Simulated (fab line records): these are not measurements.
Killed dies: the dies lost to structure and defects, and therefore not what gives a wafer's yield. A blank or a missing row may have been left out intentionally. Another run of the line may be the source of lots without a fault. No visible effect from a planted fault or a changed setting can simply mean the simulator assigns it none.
Chamber matching	flow gf180mcu	pecvd-03 running GF_CONTACT_CVD_02: 3 sister chambers
The step deposits SiO2 from TEOS, target thk 860 nm, time 95.992 s. 3 wafers are shown with their chamber, then 7 later ones without.

EACH WAFER AND ITS CHAMBER
wafer	chamber	rfFwdPowerW (W)
L082.4	0	597.4
L090.3	1	601.4
L090.4	2	595.4

WAFERS MISSING THEIR CHAMBER
wafer	rfFwdPowerW (W)
L090.5	595.9
L093.2	594.2
L093.4	595.7
L093.6	593.5
L095.1	596.7
L095.3	593.8
L095.4	594.6

EACH ONE'S CHAMBER
wafer	from the rows above	in truth
L090.5	can't be placed: 2 or 0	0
L093.2	can't be placed: 2 or 0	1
L093.4	can't be placed: 2 or 0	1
L093.6	can't be placed: 2 or 0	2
L095.1	can't be placed: 0 or 2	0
L095.3	can't be placed: 2 or 0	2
L095.4	can't be placed: 2 or 0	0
Placed correctly: 0 of 7. Cannot be placed on the basis of these rows: 7; the candidates contain the true chamber in 5. Number placed wrongly: 0.
How it was worked out, from the rows above alone: a wafer's distance from a chamber is the root of the sum, over the readings, of the square of ((its reading less the chamber's mean) divided by the reading's scatter). If the next closest chamber is less than 2 further off than the closest, the wafer can't be placed; otherwise it belongs to the closest. Each chamber's mean is taken over the wafers shown for it. The scatter: with one shown wafer a chamber, the root of the mean of the squares of how far each hidden wafer lies from its nearest shown one.
